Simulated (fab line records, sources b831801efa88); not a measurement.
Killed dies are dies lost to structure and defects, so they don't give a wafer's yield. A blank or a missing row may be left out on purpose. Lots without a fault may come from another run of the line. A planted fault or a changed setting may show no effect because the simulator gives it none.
One fault seen from 2 desks | flow sky130 | each desk has only its own numbers; what lay behind them comes last

THE METROLOGY DESK
What the gauges read, lot by lot, whatever tool the lot ran on: means of the sampled wafers that have a number. A lot is out of limits, marked OUT, if its mean lies more than 4 standard deviations from the usual mean; the brackets give that distance.
Columns: A = PWDE_TW at SKY_PWDE_TW_MEAS_10, usual 371
lot  | first seen here | A
L163 | day 4 05:43     | 366
L174 | day 6 18:17     | 374
L175 | day 7 03:52     | 369
L176 | day 7 10:27     | 369
L177 | day 7 15:32     | 370
L178 | day 7 21:47     | 368
L180 | day 8 09:55     | 372
L181 | day 8 13:00     | 374
L182 | day 8 20:37     | 368
L183 | day 8 21:53     | 367
L184 | day 9 06:10     | 371
L185 | day 9 11:38     | 374
This desk's finding: nothing out of limits on any of the 12 lots.

THE TOOL OWNER'S DESK: lpcvd-02
The tool's own readings at SKY_FIELD_ISO_CVD_03 (deposits Si3N4 from DCS/NH3, target thk 165 nm, time 2830 s): means of the sampled wafers that have a number, for each lot that ran on this tool. A lot is out of limits, marked OUT, if its mean lies more than 4 standard deviations from the usual mean; the brackets give that distance.
Columns: A = pressure_mtorr at SKY_FIELD_ISO_CVD_03, usual 250.1 mTorr; B = spike_tc_bottom_C at SKY_FIELD_ISO_CVD_03, usual 788.9 C; C = spike_tc_upper_C at SKY_FIELD_ISO_CVD_03, usual 770.9 C
lot  | first seen here | A     | B     | C
L163 | day 1 21:05     | 250.1 | 788.7 | 771.5
L174 | day 4 01:41     | 250.2 | 789.8 | 771.2
L175 | day 4 09:47     | 250.8 | 790.0 | 770.4
L176 | day 4 14:03     | 249.9 | 789.1 | 771.4
L177 | day 4 18:05     | 250.5 | 789.8 | 771.5
L178 | day 4 21:14     | 249.7 | 788.7 | 771.4
L180 | day 5 05:41     | 250.0 | 789.9 | 770.9
L181 | day 5 11:38     | 250.4 | 788.8 | 770.7
L182 | day 5 17:58     | 250.1 | 787.8 | 771.4
L183 | day 5 21:54     | 249.8 | 788.2 | 770.6
L184 | day 6 06:23     | 250.2 | 790.3 | 769.3
L185 | day 6 09:23     | 249.8 | 789.0 | 771.0
This desk's finding: nothing out of limits on any of the 12 lots.

PUT TOGETHER
The metrology desk saw nothing out of limits.
The tool owner's desk saw nothing out of limits.

WHAT THE SIMULATOR HAD PUT IN
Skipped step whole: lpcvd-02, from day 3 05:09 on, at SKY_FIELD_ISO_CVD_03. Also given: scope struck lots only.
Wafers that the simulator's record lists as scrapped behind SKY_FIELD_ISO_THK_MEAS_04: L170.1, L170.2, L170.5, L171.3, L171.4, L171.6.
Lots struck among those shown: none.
